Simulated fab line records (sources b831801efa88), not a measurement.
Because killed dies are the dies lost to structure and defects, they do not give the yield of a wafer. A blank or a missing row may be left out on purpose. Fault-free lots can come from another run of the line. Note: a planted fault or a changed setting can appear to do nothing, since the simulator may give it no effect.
The tool behind it: which one? || flow sky130 || 33 wafers from 11 lots sampled at 7 of the route's 708 steps

== WHAT THE GAUGES READ, wafer by wafer ==
SKY_SD_P_TW_MEAS_11.
{"lot": "L323", "measured": "day 26 14:35", "on": "film_metro-03", "SD_P_TW": "2789 2795 2807"}
{"lot": "L324", "measured": "day 27 09:34", "on": "film_metro-02", "SD_P_TW": "2818 2806 2818"}
{"lot": "L325", "measured": "day 27 09:52", "on": "film_metro-03", "SD_P_TW": "2801 2783 2798"}
{"lot": "L326", "measured": "day 27 23:23", "on": "film_metro-02", "SD_P_TW": "2825 2836 2811"}
{"lot": "L334", "measured": "day 30 18:55", "on": "film_metro-03", "SD_P_TW": "2820 2816 2819"}
{"lot": "L337", "measured": "day 31 09:34", "on": "film_metro-04", "SD_P_TW": "2812 2797 2811"}
{"lot": "L338", "measured": "day 31 20:48", "on": "film_metro-02", "SD_P_TW": "2802 2793 2790"}
{"lot": "L339", "measured": "day 32 02:18", "on": "film_metro-03", "SD_P_TW": "2793 2797 2789"}
{"lot": "L341", "measured": "day 33 08:13", "on": "film_metro-02", "SD_P_TW": "2818 2813 2826"}
{"lot": "L343", "measured": "day 33 08:48", "on": "film_metro-02", "SD_P_TW": "2820 2807 2800"}
{"lot": "L344", "measured": "day 33 13:18", "on": "film_metro-02", "SD_P_TW": "2813 2818 2811"}

SKY_RES_XHIGH_TW_MEAS_09.
{"lot": "L323", "measured": "day 27 19:32", "on": "film_metro-03", "RES_XHIGH_TW": "1626 1634 1623"}
{"lot": "L324", "measured": "day 28 14:11", "on": "film_metro-03", "RES_XHIGH_TW": "1624 1618 1627"}
{"lot": "L325", "measured": "day 28 14:47", "on": "film_metro-03", "RES_XHIGH_TW": "1618 1616 1620"}
{"lot": "L326", "measured": "day 29 03:31", "on": "film_metro-03", "RES_XHIGH_TW": "1622 1631 1630"}
{"lot": "L334", "measured": "day 31 22:53", "on": "film_metro-03", "RES_XHIGH_TW": "1632 1626 1628"}
{"lot": "L337", "measured": "day 32 13:35", "on": "film_metro-03", "RES_XHIGH_TW": "1617 1616 1624"}
{"lot": "L338", "measured": "day 33 00:22", "on": "film_metro-02", "RES_XHIGH_TW": "1630 1632 1635"}
{"lot": "L339", "measured": "day 33 05:52", "on": "film_metro-04", "RES_XHIGH_TW": "1620 1607 1626"}
{"lot": "L341", "measured": "day 34 11:10", "on": "film_metro-04", "RES_XHIGH_TW": "1618 1608 1623"}
{"lot": "L343", "measured": "day 34 11:29", "on": "film_metro-02", "RES_XHIGH_TW": "1626 1634 1639"}
{"lot": "L344", "measured": "day 34 16:26", "on": "film_metro-02", "RES_XHIGH_TW": "1626 1630 1625"}

SKY_SD_N_TW_MEAS_12.
{"lot": "L323", "measured": "day 29 00:51", "on": "film_metro-02", "SD_N_TW": "3971 3969 3959"}
{"lot": "L324", "measured": "day 29 19:14", "on": "film_metro-04", "SD_N_TW": "3939 3951 3955"}
{"lot": "L325", "measured": "day 29 19:32", "on": "film_metro-04", "SD_N_TW": "3929 3935 3920"}
{"lot": "L326", "measured": "day 30 07:46", "on": "film_metro-04", "SD_N_TW": "3944 3925 3964"}
{"lot": "L334", "measured": "day 33 02:56", "on": "film_metro-02", "SD_N_TW": "4019 4000 4006"}
{"lot": "L337", "measured": "day 33 17:26", "on": "film_metro-03", "SD_N_TW": "3988 4002 3996"}
{"lot": "L338", "measured": "day 34 03:25", "on": "film_metro-03", "SD_N_TW": "3919 3913 3908"}
{"lot": "L339", "measured": "day 34 09:24", "on": "film_metro-03", "SD_N_TW": "3914 3910 3915"}
{"lot": "L341", "measured": "day 35 14:24", "on": "film_metro-03", "SD_N_TW": "3951 3926 3923"}
{"lot": "L343", "measured": "day 35 19:10", "on": "film_metro-04", "SD_N_TW": "3923 3896 3897"}
{"lot": "L344", "measured": "day 35 19:26", "on": "film_metro-02", "SD_N_TW": "3954 3966 3947"}

SKY_SD_N_RS_MEAS_16: measures by four-point-probe.
{"lot": "L323", "measured": "day 29 01:08", "on": "film_metro-03", "SD_N_RS (ohm/sq)": "68.62 68.72 68.60"}
{"lot": "L324", "measured": "day 29 19:32", "on": "film_metro-02", "SD_N_RS (ohm/sq)": "68.46 68.49 68.41"}
{"lot": "L325", "measured": "day 29 19:50", "on": "film_metro-04", "SD_N_RS (ohm/sq)": "68.48 68.52 68.57"}
{"lot": "L326", "measured": "day 30 08:07", "on": "film_metro-02", "SD_N_RS (ohm/sq)": "68.37 68.52 68.36"}
{"lot": "L334", "measured": "day 33 03:14", "on": "film_metro-03", "SD_N_RS (ohm/sq)": "66.46 66.38 66.49"}
{"lot": "L337", "measured": "day 33 17:44", "on": "film_metro-04", "SD_N_RS (ohm/sq)": "66.26 66.50 66.40"}
{"lot": "L338", "measured": "day 34 03:43", "on": "film_metro-04", "SD_N_RS (ohm/sq)": "68.43 68.47 68.43"}
{"lot": "L339", "measured": "day 34 09:43", "on": "film_metro-04", "SD_N_RS (ohm/sq)": "68.52 68.40 68.45"}
{"lot": "L341", "measured": "day 35 14:42", "on": "film_metro-04", "SD_N_RS (ohm/sq)": "68.63 68.55 68.36"}
{"lot": "L343", "measured": "day 35 19:28", "on": "film_metro-03", "SD_N_RS (ohm/sq)": "68.62 68.59 68.64"}
{"lot": "L344", "measured": "day 35 19:43", "on": "film_metro-02", "SD_N_RS (ohm/sq)": "68.44 68.44 68.63"}

SKY_SD_N_RS_MEAS_17: measures by four-point-probe.
{"lot": "L323", "measured": "day 29 01:15", "on": "film_metro-03", "SD_P_RS (ohm/sq)": "147.5 147.3 147.0"}
{"lot": "L324", "measured": "day 29 19:39", "on": "film_metro-02", "SD_P_RS (ohm/sq)": "147.0 147.2 147.2"}
{"lot": "L325", "measured": "day 29 19:57", "on": "film_metro-04", "SD_P_RS (ohm/sq)": "146.9 147.5 147.5"}
{"lot": "L326", "measured": "day 30 08:14", "on": "film_metro-02", "SD_P_RS (ohm/sq)": "147.1 146.4 147.1"}
{"lot": "L334", "measured": "day 33 03:21", "on": "film_metro-03", "SD_P_RS (ohm/sq)": "147.3 147.2 147.3"}
{"lot": "L337", "measured": "day 33 17:51", "on": "film_metro-04", "SD_P_RS (ohm/sq)": "146.7 147.0 146.9"}
{"lot": "L338", "measured": "day 34 03:50", "on": "film_metro-04", "SD_P_RS (ohm/sq)": "146.2 146.5 146.2"}
{"lot": "L339", "measured": "day 34 09:50", "on": "film_metro-04", "SD_P_RS (ohm/sq)": "146.9 146.8 146.9"}
{"lot": "L341", "measured": "day 35 14:49", "on": "film_metro-04", "SD_P_RS (ohm/sq)": "147.1 147.4 146.9"}
{"lot": "L343", "measured": "day 35 19:35", "on": "film_metro-03", "SD_P_RS (ohm/sq)": "147.1 147.4 147.2"}
{"lot": "L344", "measured": "day 35 19:50", "on": "film_metro-02", "SD_P_RS (ohm/sq)": "146.7 147.4 147.4"}

== WHICH TOOL RAN EACH LOT (tool, then ch and the chambers of the sampled wafers, then the start) ==
{"lot": "L323", "SKY_SD_N_IMPLANT_09": "implanter-02 ch 0, day 29 00:27", "SKY_SD_N_STRIP_11": "plasma_asher-02 ch 0,1, day 29 00:45"}
{"lot": "L324", "SKY_SD_N_IMPLANT_09": "implanter-02 ch 0, day 29 18:51", "SKY_SD_N_STRIP_11": "plasma_asher-03 ch 0,1, day 29 19:08"}
{"lot": "L325", "SKY_SD_N_IMPLANT_09": "implanter-01 ch 0, day 29 19:09", "SKY_SD_N_STRIP_11": "plasma_asher-04 ch 0,1, day 29 19:26"}
{"lot": "L326", "SKY_SD_N_IMPLANT_09": "implanter-03 ch 0, day 30 07:22", "SKY_SD_N_STRIP_11": "plasma_asher-02 ch 0,1, day 30 07:40"}
{"lot": "L334", "SKY_SD_N_IMPLANT_09": "implanter-02 ch 0, day 33 02:33", "SKY_SD_N_STRIP_11": "plasma_asher-03 ch 0,1, day 33 02:49"}
{"lot": "L337", "SKY_SD_N_IMPLANT_09": "implanter-02 ch 0, day 33 17:03", "SKY_SD_N_STRIP_11": "plasma_asher-02 ch 0,1, day 33 17:19"}
{"lot": "L338", "SKY_SD_N_IMPLANT_09": "implanter-03 ch 0, day 34 03:01", "SKY_SD_N_STRIP_11": "plasma_asher-04 ch 0,1, day 34 03:19"}
{"lot": "L339", "SKY_SD_N_IMPLANT_09": "implanter-01 ch 0, day 34 09:00", "SKY_SD_N_STRIP_11": "plasma_asher-03 ch 0,1, day 34 09:18"}
{"lot": "L341", "SKY_SD_N_IMPLANT_09": "implanter-01 ch 0, day 35 14:02", "SKY_SD_N_STRIP_11": "plasma_asher-04 ch 0,1, day 35 14:19"}
{"lot": "L343", "SKY_SD_N_IMPLANT_09": "implanter-01 ch 0, day 35 18:48", "SKY_SD_N_STRIP_11": "plasma_asher-02 ch 0,1, day 35 19:04"}
{"lot": "L344", "SKY_SD_N_IMPLANT_09": "implanter-03 ch 0, day 35 19:02", "SKY_SD_N_STRIP_11": "plasma_asher-03 ch 0,1, day 35 19:20"}
- SKY_SD_N_IMPLANT_09
- SKY_SD_N_STRIP_11: strips in O2/N2.

== AS READ BY THE TOOLS THEMSELVES (means over the sampled wafers that have a number; for cases with no such wafer, the mark the record gives instead) ==
SKY_SD_N_IMPLANT_09.
{"lot": "L323", "tool": "implanter-02", "beam_energy_keV": 49.996, "end_station_pressure_torr (Torr)": 1.33e-05}
{"lot": "L324", "tool": "implanter-02", "beam_energy_keV": 49.986, "end_station_pressure_torr (Torr)": 1.30e-05}
{"lot": "L325", "tool": "implanter-01", "beam_energy_keV": 50.012, "end_station_pressure_torr (Torr)": 1.25e-05}
{"lot": "L326", "tool": "implanter-03", "beam_energy_keV": 50.022, "end_station_pressure_torr (Torr)": 1.25e-05}
{"lot": "L334", "tool": "implanter-02", "beam_energy_keV": 53.096, "end_station_pressure_torr (Torr)": 1.25e-05}
{"lot": "L337", "tool": "implanter-02", "beam_energy_keV": 53.096, "end_station_pressure_torr (Torr)": 1.34e-05}
{"lot": "L338", "tool": "implanter-03", "beam_energy_keV": 50.006, "end_station_pressure_torr (Torr)": 1.24e-05}
{"lot": "L339", "tool": "implanter-01", "beam_energy_keV": 50.011, "end_station_pressure_torr (Torr)": 1.21e-05}
{"lot": "L341", "tool": "implanter-01", "beam_energy_keV": 50.004, "end_station_pressure_torr (Torr)": 1.22e-05}
{"lot": "L343", "tool": "implanter-01", "beam_energy_keV": 49.977, "end_station_pressure_torr (Torr)": 1.21e-05}
{"lot": "L344", "tool": "implanter-03", "beam_energy_keV": 50.008, "end_station_pressure_torr (Torr)": 1.22e-05}

SKY_SD_N_STRIP_11.
{"lot": "L323", "tool": "plasma_asher-02", "drypump_motor_current_A (A)": 5.8, "oes_product_au (a.u.)": 0.524, "strip_time_to_endpoint_s (s)": 22.54}
{"lot": "L324", "tool": "plasma_asher-03", "drypump_motor_current_A (A)": 5.9, "oes_product_au (a.u.)": 0.526, "strip_time_to_endpoint_s (s)": 22.52}
{"lot": "L325", "tool": "plasma_asher-04", "drypump_motor_current_A (A)": 5.7, "oes_product_au (a.u.)": 0.524, "strip_time_to_endpoint_s (s)": 22.50}
{"lot": "L326", "tool": "plasma_asher-02", "drypump_motor_current_A (A)": 5.8, "oes_product_au (a.u.)": 0.528, "strip_time_to_endpoint_s (s)": 22.51}
{"lot": "L334", "tool": "plasma_asher-03", "drypump_motor_current_A (A)": 5.9, "oes_product_au (a.u.)": 0.522, "strip_time_to_endpoint_s (s)": 23.02}
{"lot": "L337", "tool": "plasma_asher-02", "drypump_motor_current_A (A)": 5.8, "oes_product_au (a.u.)": 0.519, "strip_time_to_endpoint_s (s)": 22.98}
{"lot": "L338", "tool": "plasma_asher-04", "drypump_motor_current_A (A)": 5.3, "oes_product_au (a.u.)": 0.528, "strip_time_to_endpoint_s (s)": 22.60}
{"lot": "L339", "tool": "plasma_asher-03", "drypump_motor_current_A (A)": 6.0, "oes_product_au (a.u.)": 0.530, "strip_time_to_endpoint_s (s)": 22.55}
{"lot": "L341", "tool": "plasma_asher-04", "drypump_motor_current_A (A)": 5.7, "oes_product_au (a.u.)": 0.528, "strip_time_to_endpoint_s (s)": 22.58}
{"lot": "L343", "tool": "plasma_asher-02", "drypump_motor_current_A (A)": 5.4, "oes_product_au (a.u.)": 0.527, "strip_time_to_endpoint_s (s)": 22.51}
{"lot": "L344", "tool": "plasma_asher-03", "drypump_motor_current_A (A)": 6.0, "oes_product_au (a.u.)": 0.529, "strip_time_to_endpoint_s (s)": 22.55}

== THE ANSWER, worked out from the rows above alone ==
Rule: what is usual is taken from the lots themselves. Put in order of their means at a reading, lots are off if they are a third of the lots or fewer, leave a main group of 4 or more, and stand apart from it by a gap of 3 or more times the standard deviation of the main group's means; of several such gaps the widest counts. A main group whose means are all the same, to the digits that the tables above print for the reading, isn't used. Also off: a lot with no number at a reading for which 4 or more lots have one. The other lots that the step has rows for count as sound. After the gauges, taken in route order, come the tools' own readings; for these a lot's mean is taken, as printed above. At the first step where some lot is off, the reading lying furthest off is the one used; lots without a number count as furthest.
Off: L334, L337, at SKY_SD_N_RS_MEAS_16 (SD_N_RS). For the main group the mean is 68.51 ohm/sq and the standard deviation 0.074.
A tool fits if, at a process step before that reading, it ran every lot that is off, and no sound lot after the first of them. The gauges at SKY_SD_N_RS_MEAS_16 aren't tried: what is off there is off at SKY_SD_N_IMPLANT_09 too, on other tools, and a gauge's error can't cause that. One fits: SKY_SD_N_IMPLANT_09 on implanter-02. Its last sound lot is L324 (day 29 18:51), its first lot that is off L334 (day 33 02:33): a fault that began between those two fits.
The tool's own readings at SKY_SD_N_IMPLANT_09 bear it out: on the lots that are off they differ by more than 5 times the standard deviation of the sound lots' means. beam_energy_keV reads 53.096 there against 50.002 on the sound lots.

== WHAT THE SIMULATOR HAD PUT IN ==
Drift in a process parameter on implanter-02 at SKY_SD_N_IMPLANT_09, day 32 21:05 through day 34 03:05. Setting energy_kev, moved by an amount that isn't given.
Lots struck among those shown: L334, L337. The rule given above showed the same thing.
